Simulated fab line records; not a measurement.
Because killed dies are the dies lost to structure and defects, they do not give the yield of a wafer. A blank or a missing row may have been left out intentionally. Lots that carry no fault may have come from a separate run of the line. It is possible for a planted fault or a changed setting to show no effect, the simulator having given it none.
A single fault, viewed from 2 desks | flow gf180mcu | only its own numbers are on each desk; what lay behind them is given at the end

== THE TOOL OWNER'S DESK: wet bench-01 ==
The tool's own readings at GF_STI_WET_ETCH_28 (etches SiO2 in dHF, target depth 20 nm, time 40 s): means of the sampled wafers that have a number, for each lot that ran on this tool. If a lot's mean is further than 4 standard deviations from the usual mean, the lot is out of limits and carries the mark OUT (the distance appears in the brackets).
Columns: A = run length s at GF_STI_WET_ETCH_28, usual 68 s
lot  | first seen here | A
L921 | day 2 09:43     | 72
L922 | day 2 15:08     | 72
L928 | day 3 21:47     | 41 (-9.0) OUT
L930 | day 4 08:25     | 48 (-6.7) OUT
Finding of this desk: L928, L930 out of limits; the first was L928 at day 3 21:47, on run length s at GF_STI_WET_ETCH_28. Within limits: L921, L922.

== METROLOGY DESK ==
Lot by lot, what the gauges showed, no matter which tool ran the lot: averages of those sampled wafers that carry a number. If a lot's mean is further than 4 standard deviations from the usual mean, the lot is out of limits and carries the mark OUT (the distance appears in the brackets).
Columns: A = STI_CVD_23_THK at GF_STI_THK_MEAS_24, usual 655 nm; B = MVSD_RS at GF_VT_IMPLANT_RS_MEAS_46, usual 456.8 ohm/sq; C = DUAL_GATE_OVL at GF_DUAL_GATE_OVL_MEAS_11, usual -0.2 nm
lot  | first seen here | A   | B     | C
L921 | day 2 08:47     | 649 | 457.3 | -0.0
L922 | day 2 14:12     | 654 | 457.4 | -0.1
L923 | day 2 19:50     | 656 | 457.0 | 0.4
L925 | day 3 06:09     | 646 | 456.8 | -1.4
L928 | day 3 20:50     | 643 | 455.8 | -2.2
L929 | day 4 03:18     | 661 | 456.2 | -0.6
L930 | day 4 07:31     | 657 | 457.1 | 1.7
L932 | day 4 17:37     | 648 | 456.1 | -0.1
L934 | day 5 03:11     | 651 | 456.5 | 0.2
L936 | day 5 13:27     | 658 | 457.0 | 0.7
L938 | day 6 01:05     | 654 | 456.5 | -0.8
L939 | day 6 05:16     | 652 | 456.8 | -0.3
L942 | day 6 21:11     | 658 | 456.7 | 0.4
L943 | day 7 01:13     | 659 | 458.2 | 0.1
Finding of this desk: none of the 14 lots has anything out of limits.

== BROUGHT TOGETHER ==
An alarm could have come from the tool owner's desk at day 3 21:47, on L928, L930.
Nothing out of limits was seen by the metrology desk.
The metrology desk holds a record of L928, L930, inside its limits.
All the named lots went through GF_STI_WET_ETCH_28 on wet bench-01.

== WHAT THE SIMULATOR PUT IN ==
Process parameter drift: wet bench-01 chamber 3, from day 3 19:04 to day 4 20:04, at GF_STI_WET_ETCH_28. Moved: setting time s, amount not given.
Lots struck among those shown: L928, L930.
How many hours passed from the start of the fault until each desk's first out-of-limits reading: the tool owner's desk, 3.
